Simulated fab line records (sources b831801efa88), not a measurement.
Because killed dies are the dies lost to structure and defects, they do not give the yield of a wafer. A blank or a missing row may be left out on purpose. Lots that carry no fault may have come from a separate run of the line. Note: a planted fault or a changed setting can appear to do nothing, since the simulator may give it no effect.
fab line records	flow sky130	part 2 of 2: steps 37 to 50 of 50
[record] lots = 5	wafers = 15	last_day = 50
route steps=708 shown VT_ADJUST_NCORE@119 VT_ADJUST_HVTR@131 VT_ADJUST_PCH@143 SONOS_TUNNEL@154 SONOS_ONO@168
lots with no fault: from the same line, run without faults
start_h: hours from the record's opening day to when the first of the lot's shown wafers began	wait_h: time in hours since the lot's previous step	" as in the row above	L1.1+2: several wafers, shown together as one row	- value missing, or start not given	* or withheld: withheld	< > ~ a bound
route shown NAME@n: NAME is a module with steps in the file, n the number in the route of the first one	usual: mean/standard deviation of fault-free wafers	same: alike in all rows	chamber/n: place in a boat	sites: per-site readings	_std_site: the standard deviation of these	_edge_site: mean of outer sites minus mean of inner sites	radius_mm: how far each site lies from the wafer's centre	mask NAME#n: copy n	behind: tool/chamber where the wafer was last shaped	hold: what put the lot on hold/how long, in hours/how the hold closed	device: whichever transistor did not switch (one of n, p or np)	end of line: the same wafers' tests at the end of the route	a step given without rows: its recipe and nothing more	killed: the dies lost at the first sort to structure and to defects; this is not the yield of the wafer	map: a wafer's dies, x killed, . not, _ none there
set.NAME: the setting that was run; set.NAME@STEP: the one run at that earlier step	model.NAME: the simulator's own value behind a step, which no gauge read
a table for each step, a row for each wafer; lots at some steps of the route
services: a tool's chamber out of use, with start hour (start_h, from the record's first day; less than 0 if before it), hours out, and reason
[[steps]]
[step SKY_SONOS_TUNNEL_HMDS_01]
[recipe] prime_time_s = 60	prime_temp_c = 120
lot.wafer	tool	chamber	start_h	wait_h
L075.1+3+6	litho_track-03	0	246.04	0.1
L078.1+2+5	litho_track-03	0	266.89	0.1
L085.2+3+6	litho_track-01	0	319.05	0.1
L092.2+5+6	litho_track-04	0	373.09	0.1
L093.1+2+3	litho_track-04	0	382.51	0.1
[step SKY_SONOS_TUNNEL_COAT_02]
[recipe] resist = NOVOLAK	spin_rpm = 3000	resist_thk_nm = 1140
lot.wafer	tool	chamber	start_h	wait_h
L075.1+3+6	litho_track-03	0	246.19	0.1
L078.1+2+5	litho_track-03	0	267.04	0.1
L085.2+3+6	litho_track-01	0	319.20	0.1
L092.2+5+6	litho_track-04	0	373.24	0.1
L093.1+2+3	litho_track-04	0	382.66	0.1
[step SKY_SONOS_TUNNEL_SOFTBAKE_03]
[recipe] temp_c = 90	time_s = 60	resist = NOVOLAK
lot.wafer	tool	chamber	start_h	wait_h
L075.1+3+6	litho_track-03	0	246.34	0.1
L078.1+2+5	litho_track-03	0	267.19	0.1
L085.2+3+6	litho_track-01	0	319.35	0.1
L092.2+5+6	litho_track-04	0	373.39	0.1
L093.1+2+3	litho_track-04	0	382.81	0.1
[step SKY_SONOS_TUNNEL_EXPOSE_04]
[recipe] mask_id = TUNM	na = 0.6	source_shape = conventional	sigma_outer = 0.6	polarization = unpolarized	target_cd_nm = 410	dose_mj = 136
lot.wafer	tool	chamber	start_h	wait_h	mask
L075.1+3+6	iline_stepper-01	0	-	-	TUNM#0
L078.1+2+5	iline_stepper-01	0	-	-	TUNM#0
L085.2+3+6	iline_stepper-01	0	-	-	TUNM#0
L092.2+5+6	iline_stepper-02	0	-	-	TUNM#0
L093.1+2+3	iline_stepper-02	0	-	-	TUNM#0
[step SKY_SONOS_TUNNEL_PEB_05]
[recipe] temp_c = withheld	time_s = *	resist = NOVOLAK
lot.wafer	tool	chamber	start_h	wait_h
L075.1+3+6	litho_track-04	0	-	-
L078.1+2+5	litho_track-01	0	-	-
L085.2+3+6	litho_track-03	0	-	-
L092.2+5+6	litho_track-01	0	-	-
L093.1+2+3	litho_track-01	0	-	-
[step SKY_SONOS_TUNNEL_DEVELOP_06]
[recipe] resist = NOVOLAK	developer = TMAH	develop_time_s = 60	dev_temp_c = 23
[same] develop_time_s = 60
lot.wafer	tool	chamber	start_h	wait_h
L075.1+3+6	litho_track-04	0	257.76	0.1
L078.1+2+5	litho_track-01	0	279.08	0.1
L085.2+3+6	litho_track-03	0	332.02	0.1
L092.2+5+6	litho_track-01	0	387.10	0.1
L093.1+2+3	litho_track-01	0	396.43	0.1
[step SKY_SONOS_TUNNEL_CD_MEAS_07]
[recipe] target_cd_nm = 410
[usual] cd_nm = 410.4/2.2
lot.wafer	tool	chamber	start_h	wait_h	cd_nm
L075.1	cd_sem-01	-	257.91	0.1	409.1
L075.3	"	-	"	"	411.7
L075.6	"	-	"	"	410.9
L078.1	cd_sem-02	-	279.23	0.1	413.3
L078.2	"	-	"	"	415.2
L078.5	"	-	"	"	414.1
L085.2	cd_sem-01	-	332.16	0.1	408.8
L085.3	"	-	"	"	409.3
L085.6	"	-	"	"	409.2
L092.2	cd_sem-02	-	387.25	0.1	410.5
L092.5	"	-	"	"	409.1
L092.6	"	-	"	"	411.2
L093.1	cd_sem-02	-	396.58	0.1	411.8
L093.2	"	-	"	"	412.7
L093.3	"	-	"	"	412.8
[step SKY_SONOS_TUNNEL_OVL_MEAS_08]
[usual] SONOS_TUNNEL_OVL = -0.2/1.2
lot.wafer	tool	chamber	start_h	wait_h	SONOS_TUNNEL_OVL[nm]
L075.1	overlay-02	-	258.03	0.1	0.1
L075.3	"	-	"	"	0.4
L075.6	"	-	"	"	0.0
L078.1	overlay-02	-	279.35	0.1	0.6
L078.2	"	-	"	"	-1.5
L078.5	"	-	"	"	-1.4
L085.2	overlay-02	-	332.27	0.1	2.7
L085.3	"	-	"	"	-0.6
L085.6	"	-	"	"	3.0
L092.2	overlay-02	-	387.35	0.1	3.6
L092.5	"	-	"	"	-1.8
L092.6	"	-	"	"	0.6
L093.1	overlay-02	-	396.70	0.1	0.8
L093.2	"	-	"	"	1.0
L093.3	"	-	"	"	1.1
[step SKY_SONOS_TUNNEL_IMPLANT_09]
[recipe] species = B	energy_kev = 20	dose_cm2 = 1e+12	tilt_deg = withheld
[same] implant_ion_amu = 11
lot.wafer	tool	chamber	start_h	wait_h
L075.1+3+6	implanter-02	0	258.07	0.0
L078.1+2+5	implanter-04	0	279.38	0.0
L085.2+3+6	implanter-02	0	332.32	0.0
L092.2+5+6	implanter-02	0	387.41	0.0
L093.1+2+3	implanter-02	0	396.73	0.0
[step SKY_SONOS_TUNNEL_WET_ETCH_10]
[recipe] chemistry = dHF	target_depth_nm = 14	target = SiO2	dilution = 100:1	temp_c = 25	time_s = 280
lot.wafer	tool	chamber	start_h	wait_h
L075.1+3+6	wet_bench-03	0	258.22	0.1
L078.1+2+5	wet_bench-04	3	279.53	0.1
L085.2+3+6	wet_bench-03	1	332.45	0.1
L092.2+5+6	wet_bench-01	0	387.53	0.1
L093.1+2+3	wet_bench-01	2	396.88	0.1
[step SKY_SONOS_TUNNEL_STRIP_11]
[recipe] chemistry = SPM	time_s = 600	temp_c = 130
lot.wafer	tool	chamber	start_h	wait_h
L075.1+3+6	wet_bench-04	0	258.30	0.0
L078.1+2+5	wet_bench-03	3	279.62	0.0
L085.2+3+6	wet_bench-04	3	332.65	0.0
L092.2+5+6	wet_bench-03	2	387.62	0.0
L093.1+2+3	wet_bench-03	1	396.97	0.0
[step SKY_SONOS_TUNNEL_TW_MEAS_12]
[usual] SONOS_TUNNEL_TW = 196.7/2.3
lot.wafer	tool	chamber	start_h	wait_h	SONOS_TUNNEL_TW
L075.1	film_metro-04	-	258.48	0.0	197.8
L075.3	"	-	"	"	196.9
L075.6	"	-	"	"	198.0
L078.1	film_metro-03	-	279.79	0.0	197.9
L078.2	"	-	"	"	198.5
L078.5	"	-	"	"	197.8
L085.2	film_metro-03	-	332.85	0.0	198.1
L085.3	"	-	"	"	198.4
L085.6	"	-	"	"	197.0
L092.2	film_metro-04	-	387.80	0.0	195.2
L092.5	"	-	"	"	196.3
L092.6	"	-	"	"	196.0
L093.1	film_metro-03	-	397.14	0.0	198.8
L093.2	"	-	"	"	198.1
L093.3	"	-	"	"	198.9
[step SKY_SONOS_TUNNEL_CLEAN_13]
[recipe] chemistry = dHF	time_s = 20	dilution = 100:1	dry = ipa_marangoni
lot.wafer	tool	chamber	start_h	wait_h
L075.1+3+6	wet_bench-01	1	258.54	0.1
L078.1+2+5	wet_bench-01	0	279.85	0.1
L085.2+3+6	wet_bench-01	2	332.90	0.0
L092.2+5+6	wet_bench-03	1	387.85	0.0
L093.1+2+3	wet_bench-04	0	397.20	0.1
[step SKY_SONOS_ONO_OXIDATION_00]
[recipe] temp_c = 800	ambient = O2	idle_temp_c = 700	ramp_up_c_per_min = 10	ramp_down_c_per_min = 3	stabilise_s = 600	purge_s = 300	target_thk_a = 26	ox_time_s = 1249
[usual] ox_temp_c_max = 803.6/0.84	zone_power_bottom_pct = 20.5/2.8
[same] stabilise_s = 600
lot.wafer	tool	chamber	start_h	wait_h	ox_temp_c_max	zone_power_bottom_pct
L075.1	furnace-02	0	258.56	0.0	803.6	22.5
L075.3	"	0	"	"	804.9	22.8
L075.6	"	0	"	"	805.5	23.0
L078.1	furnace-02	0	280.53	0.7	804.4	23.4
L078.2	"	0	"	"	803.4	22.5
L078.5	"	0	"	"	805.0	23.1
L085.2	furnace-02	0	334.01	1.1	804.3	23.2
L085.3	"	0	"	"	803.3	22.3
L085.6	"	0	"	"	804.1	23.3
L092.2	furnace-02	0	389.91	2.0	804.9	23.0
L092.5	"	0	"	"	804.0	22.7
L092.6	"	0	"	"	804.1	22.7
L093.1	furnace-02	0	398.59	1.4	802.7	23.0
L093.2	"	0	"	"	803.3	22.6
L093.3	"	0	"	"	802.4	23.0
[[services]]
tool	chamber	start_h	hours	kind
iline_stepper-02	-	158.07	0.5	repair
implanter-03	-	170.66	1.7	repair
implanter-02	-	216.04	1.7	repair
implanter-02	-	216.10	1.3	repair
furnace-02	-	216.31	2.8	pm
furnace-02	-	236.42	3.3	pm
iline_stepper-02	-	257.03	8.9	pm
plasma_asher-01	-	267.82	7.5	repair
iline_stepper-01	-	270.38	10.7	repair
iline_stepper-02	-	296.44	1.7	pm
iline_stepper-02	-	305.75	2.1	repair
implanter-02	-	310.55	3.0	pm
wet_bench-01	-	311.09	2.2	repair
implanter-01	-	324.32	101.4	pm
iline_stepper-01	-	331.14	8.9	pm
plasma_asher-03	-	344.08	1.0	repair
plasma_asher-03	-	357.29	2.8	pm
plasma_asher-01	-	357.34	2.8	pm
iline_stepper-01	-	360.78	1.7	pm
implanter-02	-	364.03	1.5	repair
plasma_asher-01	-	365.21	2.3	repair
implanter-02	-	369.27	8.2	repair
implanter-02	-	380.78	3.6	pm
iline_stepper-01	-	394.68	4.4	pm
